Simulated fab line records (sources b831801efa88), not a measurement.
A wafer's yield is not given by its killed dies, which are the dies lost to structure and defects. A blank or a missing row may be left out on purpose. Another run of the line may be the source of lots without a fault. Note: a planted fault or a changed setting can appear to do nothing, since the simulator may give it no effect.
Which of the tools did it? -- flow sky130 -- 36 wafers from 12 lots sampled at 4 of the route's 708 steps

WHAT THE GAUGES READ, wafer by wafer
SKY_LDD_LDN_TW_MEAS_13.
lot,measured,on,LDD_LDN_TW
L406,day 23 06:07,film-metro-03,1492 1492 1487
L407,day 23 07:11,film-metro-03,1493 1497 1486
L408,day 23 20:10,film-metro-03,1489 1490 1497
L411,day 25 02:16,film-metro-01,1469 1471 1467
L410,day 25 03:31,film-metro-01,1466 1478 1470
L413,day 26 11:37,film-metro-04,1478 1483 1488
L416,day 27 05:24,film-metro-03,1476 1482 1475
L417,day 27 14:09,film-metro-03,1477 1479 1483
L423,day 29 05:28,film-metro-04,1531 1534 1531
L426,day 30 01:07,film-metro-01,1545 1539 1544
L427,day 30 08:10,film-metro-01,1479 1482 1476
L429,day 30 22:39,film-metro-03,1491 1489 1487

SKY_LI_CONTACT_RS_MEAS_22: measures by four-point-probe.
lot,measured,on,LI_CONTACT_W_RS (ohm/sq)
L406,day 29 15:29,film-metro-02,0.284 0.283 0.276
L407,day 29 16:18,film-metro-04,0.284 0.285 0.287
L408,day 30 03:43,film-metro-02,0.285 0.278 0.284
L411,day 31 07:59,film-metro-04,0.285 0.285 0.285
L410,day 31 08:29,film-metro-02,0.284 0.283 0.279
L413,day 32 14:06,film-metro-02,0.279 0.283 0.275
L416,day 33 05:11,film-metro-03,0.291 0.290 0.288
L417,day 33 14:47,film-metro-03,0.276 0.285 0.277
L423,day 35 02:53,film-metro-03,0.277 0.283 0.287
L426,day 35 21:57,film-metro-04,0.279 0.287 0.289
L427,day 36 03:41,film-metro-03,0.281 0.280 0.287
L429,day 36 17:23,film-metro-03,0.282 0.285 0.287

SKY_CONTACT_THK_MEAS_01.
lot,measured,on,CONTACT_CVD_00_THK (nm)
L406,day 30 20:52,film-metro-03,75.0 75.5 76.1
L407,day 30 22:16,film-metro-03,73.6 75.7 74.9
L408,day 31 09:45,film-metro-04,73.8 75.4 74.6
L411,day 32 13:04,film-metro-01,74.4 75.0 76.2
L410,day 32 14:04,film-metro-04,73.5 74.3 74.6
L413,day 33 18:43,film-metro-04,74.9 74.8 74.0
L416,day 34 09:14,film-metro-01,74.5 74.4 73.5
L417,day 34 20:27,film-metro-01,75.2 74.0 75.5
L423,day 36 06:47,film-metro-04,74.7 74.1 75.4
L426,day 37 01:24,film-metro-03,74.3 75.2 75.7
L427,day 37 07:17,film-metro-04,74.9 76.1 75.5
L429,day 37 20:37,film-metro-03,75.6 76.4 76.3

TOOL THAT RAN EACH LOT (tool first, then ch and the chambers of the sampled wafers, then the start)
lot,SKY_LDD_LDN_IMPLANT_11
L406,"implanter-02 ch 0, day 23 05:53"
L407,"implanter-03 ch 0, day 23 06:57"
L408,"implanter-02 ch 0, day 23 19:55"
L411,"implanter-02 ch 0, day 25 02:01"
L410,"implanter-02 ch 0, day 25 03:16"
L413,"implanter-03 ch 0, day 26 11:23"
L416,"implanter-01 ch 0, day 27 05:09"
L417,"implanter-01 ch 0, day 27 13:54"
L423,"implanter-02 ch 0, day 29 05:15"
L426,"implanter-02 ch 0, day 30 00:54"
L427,"implanter-03 ch 0, day 30 07:55"
L429,"implanter-01 ch 0, day 30 22:24"
- SKY_LDD_LDN_IMPLANT_11

AS READ BY THE TOOLS THEMSELVES (means over the sampled wafers that have a number; for cases with no such wafer, the mark the record gives instead)
SKY_LDD_LDN_IMPLANT_11.
lot,tool,dose-ions-cm2,faraday-current-uA
L406,implanter-02,1.2505e+13,70.9
L407,implanter-03,1.2496e+13,71.2
L408,implanter-02,1.2505e+13,69.0
L411,implanter-02,1.2520e+13,71.2
L410,implanter-02,1.2489e+13,69.7
L413,implanter-03,1.2508e+13,71.4
L416,implanter-01,1.2497e+13,71.4
L417,implanter-01,1.2503e+13,69.6
L423,implanter-02,2.0749e+13,117.6
L426,implanter-02,2.0777e+13,117.8
L427,implanter-03,1.2517e+13,71.1
L429,implanter-01,1.2498e+13,69.8

THE ANSWER, worked out from the rows above alone
Rule: the usual values come from the lots themselves. The widest of any qualifying gaps counts: lots, ordered by their means at a reading, are off when they make up no more than a third of the lots, leave a main group of 4 or more, and stand apart from it by 3 or more times the standard deviation of that group's means. If all means in a main group match to the digits the tables above print for the reading, that group is not used. A lot without any number at a reading at which 4 lots or more have one is off too. Where the step has rows for the other lots, those lots are counted as sound. First the gauges in route order, then the tools' own readings, where a lot's mean is used as printed above. The first step at which some lot is off is used, and at that step the reading that is off furthest; a lot without a number counts as furthest.
Off: at SKY_LDD_LDN_TW_MEAS_13 (LDD_LDN_TW), L423, L426. For the main group the mean is 1482 and the standard deviation 8.
A tool fits if, at a process step before that reading, it ran every lot that is off, and no sound lot after the first of them. The gauges at SKY_LDD_LDN_TW_MEAS_13 aren't tried: what is off there is off at SKY_LDD_LDN_IMPLANT_11 too, on other tools, and a gauge's error can't cause that. One fits: SKY_LDD_LDN_IMPLANT_11 on implanter-02. A fault onset in the window from L410 (day 25 03:16, its last sound lot) to L423 (day 29 05:15, its first lot off) fits.
The tool's own readings at SKY_LDD_LDN_IMPLANT_11 bear it out: on the lots that are off they differ by more than 5 times the standard deviation of the sound lots' means. dose-ions-cm2 reads 2.0763e+13 there against 1.2504e+13 on the sound lots; faraday-current-uA reads 117.7 there against 70.5 on the sound lots.

WHAT THE SIMULATOR PUT IN
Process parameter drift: implanter-02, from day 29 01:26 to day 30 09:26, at SKY_LDD_LDN_IMPLANT_11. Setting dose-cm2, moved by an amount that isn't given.
Lots struck among those shown: L423, L426. The same result came from the rule above.
